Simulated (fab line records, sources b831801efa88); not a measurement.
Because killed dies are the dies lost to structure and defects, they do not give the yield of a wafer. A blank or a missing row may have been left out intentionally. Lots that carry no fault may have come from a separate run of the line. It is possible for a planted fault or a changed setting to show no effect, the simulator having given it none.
fab line records | flow gf180mcu
record: lots: 14 | wafers: 42 | last-day: 34
route steps=602 shown V2@398 M3@422
lots that met no fault: taken from a fault-free run of the same line
start-h: hours from the record's first day to the start of the lot's first wafer shown | wait-h: hours from the lot's prior step to this one | " unchanged from the row above | L1.1+2: a row that stands for several wafers | - no value present, or no start provided | * or withheld: withheld | < > ~ a bound
route shown NAME@n: NAME is a module with steps in the file, n the number in the route of the first one | usual: mean/standard deviation taken from wafers without a fault | same: alike in all rows | chamber/n: place in a boat | sites: readings site by site | _std_site: the values' standard deviation | _edge_site: outer sites' mean less inner sites' | radius-mm: how far each site lies from the wafer's centre | mask NAME#n: copy n | behind: the tool/chamber that last shaped the wafer | hold: why the lot was held/for how many hours/how that ended | device: which transistor (n, p or np) failed to switch | end of line: tests run on the same wafers once the route is complete | a step given without rows: its recipe and nothing more | killed: count of dies lost to structure and defects at first sort (not the wafer's yield) | map: shows each die of a wafer: x if killed, . if not, _ if none is there
set.NAME: the setting that was run; set.NAME@STEP: the one run at that earlier step | model.NAME: the simulator's own value behind a step, which no gauge read
one table for each step of the route and one row for each wafer, over a sample of lots
services: the hour from which a tool's chamber was out of use, counted from the record's first day as start-h (under 0 if before that day), plus the number of hours and why
== steps ==
step: GF_V2_ETCH_16
recipe: chemistry: N2/H2 | target-depth-a: withheld | overetch-a: withheld | time-s: withheld | target: BARC | ion-energy-ev: 200 | source-w: 500 | bias-w: 100 | pressure-mtorr: 30 | n2-flow-sccm: 100 | h2-flow-sccm: 200
usual: drypump-motor-current-A: 5.8/0.49 | oes-product-au: 0.855/0.0046 | throttle-valve-pct: 13.225/0.0089
lot.wafer | tool        | chamber | start-h | wait-h | drypump-motor-current-A | oes-product-au | throttle-valve-pct
L414.1    | rie-diel-04 | 3       | 460.46  | 0.0    | 5.6                     | 0.848          | 13.229
L414.4    | "           | 2       | "       | "      | 5.7                     | 0.858          | 13.211
L414.6    | "           | 1       | "       | "      | 5.2                     | 0.859          | 13.217
L417.2    | rie-diel-04 | 1       | 493.56  | 0.0    | 5.2                     | 0.855          | 13.232
L417.5    | "           | 0       | "       | "      | 5.4                     | 0.855          | 13.220
L417.6    | "           | 2       | "       | "      | 5.7                     | 0.853          | 13.226
L418.1    | rie-diel-02 | 1       | 503.99  | 0.0    | 6.4                     | 0.860          | 13.222
L418.2    | "           | 2       | "       | "      | 6.7                     | 0.859          | 13.208
L418.3    | "           | 0       | "       | "      | 5.7                     | 0.858          | 13.230
L419.2    | rie-diel-01 | 3       | 510.16  | 0.0    | 6.2                     | 0.845          | 13.223
L419.4    | "           | 1       | "       | "      | 5.9                     | 0.856          | 13.240
L419.5    | "           | 2       | "       | "      | 5.6                     | 0.852          | 13.232
L425.2    | rie-diel-01 | 0       | 561.41  | 0.0    | 6.1                     | 0.853          | 13.221
L425.3    | "           | 1       | "       | "      | 5.9                     | 0.852          | 13.229
L425.5    | "           | 1       | "       | "      | 5.9                     | 0.849          | 13.229
L428.2    | rie-diel-04 | 0       | 583.56  | 0.0    | 5.4                     | 0.850          | 13.232
L428.4    | "           | 2       | "       | "      | 5.7                     | 0.858          | 13.226
L428.5    | "           | 0       | "       | "      | 5.4                     | 0.848          | 13.225
L430.1    | rie-diel-02 | 1       | 600.21  | 0.0    | 6.4                     | 0.859          | 13.216
L430.4    | "           | 3       | "       | "      | 5.0                     | 0.864          | 13.227
L430.6    | "           | 2       | "       | "      | 6.7                     | 0.858          | 13.228
L431.2    | rie-diel-02 | 3       | 604.34  | 0.0    | 5.0                     | 0.856          | 13.220
L431.3    | "           | 0       | "       | "      | 5.6                     | 0.858          | 13.246
L431.6    | "           | 2       | "       | "      | 6.7                     | 0.854          | 13.233
L432.2    | rie-diel-01 | 3       | 611.11  | 0.0    | 6.3                     | 0.860          | 13.223
L432.5    | "           | 3       | "       | "      | 6.3                     | 0.854          | 13.234
L432.6    | "           | 2       | "       | "      | 5.6                     | 0.851          | 13.217
L433.2    | rie-diel-02 | 0       | 616.34  | 0.0    | 5.7                     | 0.852          | 13.216
L433.3    | "           | 1       | "       | "      | 6.4                     | 0.860          | 13.218
L433.4    | "           | 3       | "       | "      | 5.0                     | 0.853          | 13.235
L434.4    | rie-diel-02 | 2       | 626.25  | 0.0    | 6.7                     | 0.850          | 13.223
L434.5    | "           | 2       | "       | "      | 6.8                     | 0.857          | 13.223
L434.6    | "           | 3       | "       | "      | 5.0                     | 0.855          | 13.216
L435.1    | rie-diel-04 | 2       | 637.15  | 0.0    | 5.6                     | 0.856          | 13.219
L435.5    | "           | 2       | "       | "      | 5.6                     | 0.846          | 13.242
L435.6    | "           | 1       | "       | "      | 5.1                     | 0.852          | 13.239
L436.2    | rie-diel-04 | 3       | 641.85  | 0.0    | 5.6                     | 0.857          | 13.206
L436.3    | "           | 2       | "       | "      | 5.7                     | 0.853          | 13.224
L436.5    | "           | 2       | "       | "      | 5.7                     | 0.849          | 13.220
L437.1    | rie-diel-04 | 2       | 644.89  | 0.0    | 5.7                     | 0.858          | 13.220
L437.5    | "           | 0       | "       | "      | 5.4                     | 0.854          | 13.223
L437.6    | "           | 3       | "       | "      | 5.6                     | 0.855          | 13.224
step: GF_V2_STRIP_18
recipe: chemistry: O2/N2 | power-w: 1400 | pressure-mtorr: 1500 | platen-temp-c: 250 | o2-flow-sccm: 3000 | n2-flow-sccm: 300 | overash-fraction: 0.5
usual: drypump-motor-current-A: 6.34/0.2 | heater-power-w: 358/25 | oes-product-au: 0.593/0.0048
lot.wafer | tool            | chamber | start-h | wait-h | drypump-motor-current-A | heater-power-w | oes-product-au | rf-hours-counter-h
L414.1    | plasma-asher-04 | 1       | 460.59  | -      | 6.29                    | 387            | 0.592          | 68
L414.4    | "               | 0       | "       | "      | 6.27                    | 358            | 0.589          | -
L414.6    | "               | 0       | "       | "      | 6.26                    | 362            | 0.590          | -
L417.2    | plasma-asher-03 | 1       | 493.69  | -      | 6.24                    | 297            | 0.592          | 38
L417.5    | "               | 1       | "       | "      | 6.26                    | 295            | 0.587          | -
L417.6    | "               | 0       | "       | "      | 5.96                    | 371            | 0.589          | -
L418.1    | plasma-asher-01 | 1       | 504.12  | -      | 6.52                    | 380            | 0.596          | 88
L418.2    | "               | 0       | "       | "      | 6.60                    | 346            | 0.593          | 88
L418.3    | "               | 0       | "       | "      | 6.54                    | 349            | 0.578          | -
L419.2    | plasma-asher-01 | 0       | 510.29  | -      | 6.57                    | 347            | 0.594          | 89
L419.4    | "               | 1       | "       | "      | 6.56                    | 367            | 0.584          | -
L419.5    | "               | 0       | "       | "      | 6.52                    | 352            | 0.582          | -
L425.2    | plasma-asher-01 | 0       | 561.53  | -      | 6.57                    | 345            | 0.597          | 95
L425.3    | "               | 0       | "       | "      | 6.57                    | 359            | 0.581          | -
L425.5    | "               | 1       | "       | "      | 6.56                    | 363            | 0.592          | -
L428.2    | plasma-asher-03 | 1       | 583.68  | -      | 6.25                    | 299            | 0.592          | 45
L428.4    | "               | 0       | "       | "      | 5.95                    | 376            | 0.596          | -
L428.5    | "               | 1       | "       | "      | 6.26                    | 300            | 0.597          | -
L430.1    | plasma-asher-04 | 0       | 600.33  | -      | 6.27                    | 364            | 0.603          | 84
L430.4    | "               | 1       | "       | "      | 6.30                    | 379            | 0.597          | -
L430.6    | "               | 1       | "       | "      | 6.29                    | 384            | 0.593          | -
L431.2    | plasma-asher-01 | 0       | 604.47  | -      | 6.56                    | 349            | 0.599          | 100
L431.3    | "               | 0       | "       | "      | 6.56                    | 353            | 0.596          | -
L431.6    | "               | 0       | "       | "      | 6.56                    | 352            | 0.594          | -
L432.2    | plasma-asher-01 | 1       | 611.23  | -      | 6.53                    | 374            | 0.592          | 101
L432.5    | "               | 1       | "       | "      | 6.54                    | 378            | 0.592          | -
L432.6    | "               | 0       | "       | "      | 6.57                    | 352            | 0.588          | -
L433.2    | plasma-asher-01 | 0       | 616.47  | -      | 6.54                    | 350            | 0.591          | 101
L433.3    | "               | 1       | "       | "      | 6.51                    | 378            | 0.598          | -
L433.4    | "               | 0       | "       | "      | 6.58                    | 349            | 0.595          | -
L434.4    | plasma-asher-03 | 0       | 626.42  | -      | 5.96                    | 357            | 0.590          | -
L434.5    | "               | 0       | "       | "      | 5.92                    | 366            | 0.593          | -
L434.6    | "               | 1       | "       | "      | 6.25                    | 293            | 0.595          | -
L435.1    | plasma-asher-03 | 1       | 637.28  | -      | 6.25                    | 297            | 0.597          | 51
L435.5    | "               | 1       | "       | "      | 6.23                    | 298            | 0.595          | -
L435.6    | "               | 0       | "       | "      | 5.94                    | 366            | 0.588          | -
L436.2    | plasma-asher-01 | 0       | 641.98  | -      | 6.55                    | 345            | 0.590          | 104
L436.3    | "               | 1       | "       | "      | 6.55                    | 378            | 0.596          | -
L436.5    | "               | 1       | "       | "      | 6.52                    | 358            | 0.594          | -
L437.1    | plasma-asher-03 | 1       | 645.02  | -      | 6.26                    | 302            | 0.596          | 52
L437.5    | "               | 0       | "       | "      | 5.95                    | 373            | 0.597          | -
L437.6    | "               | 1       | "       | "      | 6.26                    | 303            | 0.585          | -
step: GF_M3_DEVELOP_13
recipe: develop-time-s: 60 | dev-temp-c: 21
usual: chill-plate-temp-C: 22.98/0.096 | develop-time-s: 60/0
lot.wafer | tool           | chamber | start-h | wait-h | chill-plate-temp-C | develop-time-s
L414.1    | litho-track-01 | 0       | 486.19  | 0.2    | 23.08              | 60
L414.4    | "              | 0       | "       | "      | 22.96              | 60
L414.6    | "              | 0       | "       | "      | 22.91              | 60
L417.2    | litho-track-02 | 0       | 517.96  | 0.2    | 22.90              | 60
L417.5    | "              | 0       | "       | "      | 22.99              | 60
L417.6    | "              | 0       | "       | "      | 23.17              | 60
L418.1    | litho-track-04 | -       | 528.44  | 0.2    | -                  | -
L418.2    | "              | -       | "       | "      | -                  | -
L418.3    | "              | -       | "       | "      | -                  | -
L419.2    | litho-track-02 | -       | 534.46  | 0.2    | -                  | -
L419.4    | "              | -       | "       | "      | -                  | -
L419.5    | "              | -       | "       | "      | -                  | -
L425.2    | litho-track-02 | 0       | 584.26  | 0.2    | 22.91              | 60
L425.3    | "              | 0       | "       | "      | 22.92              | 60
L425.5    | "              | 0       | "       | "      | 22.94              | 60
L428.2    | litho-track-02 | 0       | 606.61  | 0.2    | 23.01              | 60
L428.4    | "              | 0       | "       | "      | 22.85              | 60
L428.5    | "              | 0       | "       | "      | 22.97              | 60
L430.1    | litho-track-04 | 0       | 622.79  | 0.2    | 22.99              | 60
L430.4    | "              | 0       | "       | "      | 22.85              | 60
L430.6    | "              | 0       | "       | "      | 22.91              | 60
L431.2    | litho-track-02 | 0       | 626.41  | 0.2    | 23.00              | 60
L431.3    | "              | 0       | "       | "      | 22.92              | 60
L431.6    | "              | 0       | "       | "      | 23.00              | 60
L432.2    | litho-track-01 | 0       | 633.36  | 0.2    | 23.16              | 60
L432.5    | "              | 0       | "       | "      | 23.16              | 60
L432.6    | "              | 0       | "       | "      | 23.02              | 60
L433.2    | litho-track-02 | 0       | 638.46  | 0.2    | 23.14              | 60
L433.3    | "              | 0       | "       | "      | 22.95              | 60
L433.4    | "              | 0       | "       | "      | 22.87              | 60
L434.4    | litho-track-01 | 0       | 647.66  | 0.1    | 22.96              | 60
L434.5    | "              | 0       | "       | "      | 22.89              | 60
L434.6    | "              | 0       | "       | "      | 23.06              | 60
L435.1    | litho-track-04 | 0       | 658.19  | 0.2    | 23.13              | 60
L435.5    | "              | 0       | "       | "      | 22.95              | 60
L435.6    | "              | 0       | "       | "      | 22.93              | 60
L436.2    | litho-track-01 | 0       | 662.71  | 0.2    | 22.82              | 60
L436.3    | "              | 0       | "       | "      | 22.98              | 60
L436.5    | "              | 0       | "       | "      | 22.92              | 60
L437.1    | litho-track-02 | 0       | 666.03  | 0.2    | 22.83              | 60
L437.5    | "              | 0       | "       | "      | 22.95              | 60
L437.6    | "              | 0       | "       | "      | 22.95              | 60
step: GF_M3_CD_MEAS_14
recipe: target-cd-nm: 280
usual: cd-nm: 280.1/1.3
lot.wafer | tool      | chamber | start-h | wait-h | cd-nm
L414.1    | cd-sem-01 | -       | 486.34  | 0.1    | 279.5
L414.4    | "         | -       | "       | "      | 280.4
L414.6    | "         | -       | "       | "      | 281.3
L417.2    | cd-sem-02 | -       | 518.11  | 0.1    | 282.1
L417.5    | "         | -       | "       | "      | 281.3
L417.6    | "         | -       | "       | "      | 281.8
L418.1    | cd-sem-02 | -       | 528.59  | 0.1    | -
L418.2    | "         | -       | "       | "      | -
L418.3    | "         | -       | "       | "      | -
L419.2    | cd-sem-01 | -       | 534.61  | 0.1    | -
L419.4    | "         | -       | "       | "      | -
L419.5    | "         | -       | "       | "      | -
L425.2    | cd-sem-02 | -       | 584.40  | 0.1    | 279.1
L425.3    | "         | -       | "       | "      | 279.1
L425.5    | "         | -       | "       | "      | 280.1
L428.2    | cd-sem-02 | -       | 606.75  | 0.1    | 279.5
L428.4    | "         | -       | "       | "      | 279.1
L428.5    | "         | -       | "       | "      | 280.8
L430.1    | cd-sem-01 | -       | 622.94  | 0.1    | 278.7
L430.4    | "         | -       | "       | "      | 278.8
L430.6    | "         | -       | "       | "      | 278.5
L431.2    | cd-sem-02 | -       | 626.55  | 0.1    | 279.9
L431.3    | "         | -       | "       | "      | 280.1
L431.6    | "         | -       | "       | "      | 279.4
L432.2    | cd-sem-02 | -       | 633.51  | 0.1    | 281.5
L432.5    | "         | -       | "       | "      | 281.4
L432.6    | "         | -       | "       | "      | 281.2
L433.2    | cd-sem-02 | -       | 638.60  | 0.1    | 278.4
L433.3    | "         | -       | "       | "      | 278.4
L433.4    | "         | -       | "       | "      | 277.3
L434.4    | cd-sem-02 | -       | 647.83  | 0.1    | 277.9
L434.5    | "         | -       | "       | "      | 279.3
L434.6    | "         | -       | "       | "      | 277.2
L435.1    | cd-sem-01 | -       | 658.34  | 0.1    | 280.4
L435.5    | "         | -       | "       | "      | 281.0
L435.6    | "         | -       | "       | "      | 280.4
L436.2    | cd-sem-01 | -       | 662.85  | 0.1    | 278.7
L436.3    | "         | -       | "       | "      | 278.5
L436.5    | "         | -       | "       | "      | 278.6
L437.1    | cd-sem-01 | -       | 666.18  | 0.1    | 279.1
L437.5    | "         | -       | "       | "      | 280.0
L437.6    | "         | -       | "       | "      | 279.6
== services ==
tool            | chamber | start-h | hours | kind
rie-diel-01     | 0       | 445.46  | 1.9   | repair
rie-diel-04     | 0       | 448.16  | -     | clean
rie-diel-04     | 0       | 448.16  | 26.0  | scheduled-down
rie-diel-04     | 0       | 448.16  | 26.0  | vent-cycle
plasma-asher-03 | -       | 455.87  | 2.8   | pm
plasma-asher-01 | -       | 457.37  | 2.8   | pm
rie-diel-02     | 2       | 488.14  | 8.9   | repair
rie-diel-04     | 3       | 493.50  | 11.5  | repair
rie-diel-02     | 3       | 495.74  | 12.8  | repair
plasma-asher-03 | -       | 517.74  | 12.0  | repair
rie-diel-04     | 1       | 521.73  | 7.6   | repair
rie-diel-01     | 3       | 526.99  | 4.4   | repair
rie-diel-02     | 3       | 530.97  | 7.8   | repair
rie-diel-04     | 2       | 535.31  | 9.2   | repair
plasma-asher-03 | -       | 562.29  | 10.4  | repair
rie-diel-04     | 2       | 584.08  | 9.1   | repair
rie-diel-01     | -       | 604.81  | 0.7   | repair
plasma-asher-03 | -       | 646.72  | 3.4   | repair
rie-diel-04     | 0       | 651.51  | 4.7   | repair
== key ==
first-sign: step: GF_M3_DEVELOP_13 | reading: tool-record | direction: missing
effect none on later readings
met-at GF_M3_DEVELOP_13
struck-lots L418,L419
later-rows-left-out L418.1,L418.2,L418.3,L419.2,L419.4,L419.5
sort-left-out L418.1,L418.2,L418.3,L419.2,L419.4,L419.5
not-acting-at GF_V2_ETCH_16,GF_V2_STRIP_18,GF_M3_CD_MEAS_14
onset-between 517.96 528.44
fault: kind: skipped-step-whole | tool: litho-track-02,litho-track-04 | chamber: - | onset-h: 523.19 | steps: GF_M3_DEVELOP_13 | scope: struck-lots-only
sort-left-out: the simulated sort isn't trusted on such a fault, so these wafers' sort isn't shown, and their yield isn't known
later-rows-left-out: the simulator's readings of these wafers behind a module that went badly wrong aren't trusted and aren't shown, but for the sort
